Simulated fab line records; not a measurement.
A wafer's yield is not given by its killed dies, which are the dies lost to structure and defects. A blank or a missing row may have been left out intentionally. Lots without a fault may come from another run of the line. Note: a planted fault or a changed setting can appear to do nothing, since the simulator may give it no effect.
Code-filled problem report in 8D (eight disciplines) form :: flow sky130 :: the parts of the form that need people (team, actions taken, sign-off) are left out

## 1. WHAT IS WRONG
killed-at-front-end at SKY_PAD_OPEN_PROBE_99 reads a mean of 420 on 6 wafers of 2 lots; wafers without a fault read 15 with a standard deviation of 4.1. That puts it +99 standard deviations away from the usual mean.
Earliest sighting: wafer L159.3 on prober-01 at day 47 22:03. At this step, 18 wafers from 6 lots have a number in the record. Rule for "out" (also "out of limits"): further than 4 standard deviations from the usual mean. Any other wafer with a number is counted as sound.

## 2. WHAT IT IS, AND WHAT IT ISN'T
question: which readings at this step
is: killed-at-front-end, killed-dies, killed-on-rim
is not: killed_at_M4_up, killed-at-other, killed-open, killed-short

question: which lots
is: L159, L163
is not: L151, L154, L161, L171

question: which wafers of those lots
is: all that have a number
is not: -

question: read on which tools
is: prober-01
is not: prober-02

question: when
is: from day 47 22:03
is not: up to then (6 sound wafers); but 6 sound wafers of L161, L171 came after

## 3. SUSPECTS, AND WHAT RULES EACH OUT
Counting: any tool at a process step up to the reading is kept as a suspect provided that every lot that is out went through it and no sound lot did after the first of them.
- litho-track-04 at SKY_VT_ADJUST_LVTN_DEVELOP_06 (develop time 60 s): kept. It ran every lot that is out, first L159 (day 9 08:00), and no sound lot after that.
- prober-01 at SKY_PAD_OPEN_PROBE_99: ruled out as a lasting fault. After its first lot that is out, L159 (day 47 22:03), sound lots L171 ran on it.
After counting, what remains is litho-track-04 at SKY_VT_ADJUST_LVTN_DEVELOP_06.

## 4. THE CAUSE (what the simulator had put in)
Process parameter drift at SKY_VT_ADJUST_LVTN_DEVELOP_06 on litho-track-04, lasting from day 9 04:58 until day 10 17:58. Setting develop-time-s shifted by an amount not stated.
This tool alone remained once counting was done.

## 5. THE EFFECT CHAIN, in route order
One row per reading whose mean, taken over the struck wafers that have a number, lies over 3 standard deviations from the usual. Only readings whose record carries a usual standard deviation are examined. hours: median over the lots of the time between each lot's start at the first step of this table that gives one and its start at this step. sigmas: the change, counted in usual standard deviations.
hours: 0
step: SKY_PAD_OPEN_PROBE_99
reading: killed-at-front-end
usual: 15
on struck wafers: 420
change: +405
sigmas: +99

hours: 0
step: SKY_PAD_OPEN_PROBE_99
reading: killed-dies
usual: 87
on struck wafers: 492
change: +405
sigmas: +43

hours: 0
step: SKY_PAD_OPEN_PROBE_99
reading: killed-on-rim
usual: 17
on struck wafers: 96
change: +79
sigmas: +21
Here are the process steps it includes:
- SKY_PAD_OPEN_PROBE_99
Readings that are blank on the struck wafers while sound wafers have them: VT_ADJUST_LVTN_OVL at SKY_VT_ADJUST_LVTN_OVL_MEAS_07.

## 6. HOW IT WOULD HAVE BEEN CAUGHT EARLIER
In this record the first reading out of limits was taken at day 47 22:03, 929 hours after the fault began at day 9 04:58.
Between SKY_VT_ADJUST_LVTN_DEVELOP_06 and SKY_PAD_OPEN_PROBE_99, SKY_VT_ADJUST_LVTN_OVL_MEAS_07 gave no VT_ADJUST_LVTN_OVL on the struck wafers, where sound wafers have one: a measuring or inspecting step that comes back empty is itself a sign.
Of the tool readings at SKY_VT_ADJUST_LVTN_DEVELOP_06 for which the record gives a usual standard deviation, none was out on any struck wafer, so an alarm limit of 4 standard deviations on them would not have fired.
Each of the lots that are out, 2 in all, had begun SKY_VT_ADJUST_LVTN_DEVELOP_06 on litho-track-04 no later than day 47 22:03. Tool hold at that time: it would have spared none of them.
